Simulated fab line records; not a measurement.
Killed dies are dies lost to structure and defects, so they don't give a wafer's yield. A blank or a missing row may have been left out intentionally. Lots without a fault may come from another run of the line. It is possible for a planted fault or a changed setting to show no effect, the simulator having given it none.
One fault seen from 2 desks :: flow gf180mcu :: each desk has only its own numbers; what lay behind them comes last

METROLOGY DESK
What the gauges read, lot by lot, whatever tool the lot ran on: means of the sampled wafers that have a number. If a lot's mean is further than 4 standard deviations from the usual mean, the lot is out of limits and carries the mark OUT (the distance appears in the brackets).
Columns: A = V1_CVD_00_THK at GF_V1_THK_MEAS_01, usual 602 nm; B = V1_CVD_02_THK at GF_V1_THK_MEAS_03, usual 849 nm; C = V1_BOW at GF_V1_BOW_MEAS_05, usual 81 um; D = cd-nm at GF_V1_CD_MEAS_14, usual 259.7 nm
lot: L498
first seen here: day 17 13:13
A: 602
B: 843
C: 87
D: 256.5

lot: L504
first seen here: day 19 15:37
A: 593
B: 861
C: 77
D: 259.8

lot: L514
first seen here: day 23 06:19
A: 606
B: 842
C: 84
D: 259.2

lot: L515
first seen here: day 23 14:22
A: 601
B: 846
C: 78
D: 260.6

lot: L519
first seen here: day 24 17:34
A: 607
B: 844
C: 75
D: 259.3
This desk found nothing out of limits on any of the 5 lots.

AT THE TOOL OWNER'S DESK: litho-track-04
The tool's own readings at GF_V1_COAT_09 (resist thk 1000 nm): means of the sampled wafers that have a number, for each lot that ran on this tool. If a lot's mean is further than 4 standard deviations from the usual mean, the lot is out of limits and carries the mark OUT (the distance appears in the brackets).
Columns: A = chill-plate-temp-C at GF_V1_COAT_09, usual 23.00 C
lot: L504
first seen here: day 20 03:00
A: 23.05

lot: L515
first seen here: day 24 01:00
A: 22.96
This desk found nothing out of limits on any of the 2 lots.

ALL TOGETHER
At the metrology desk, nothing out of limits was observed.
The desk of the tool owner found nothing out of limits.

WHAT WAS PUT IN BY THE SIMULATOR
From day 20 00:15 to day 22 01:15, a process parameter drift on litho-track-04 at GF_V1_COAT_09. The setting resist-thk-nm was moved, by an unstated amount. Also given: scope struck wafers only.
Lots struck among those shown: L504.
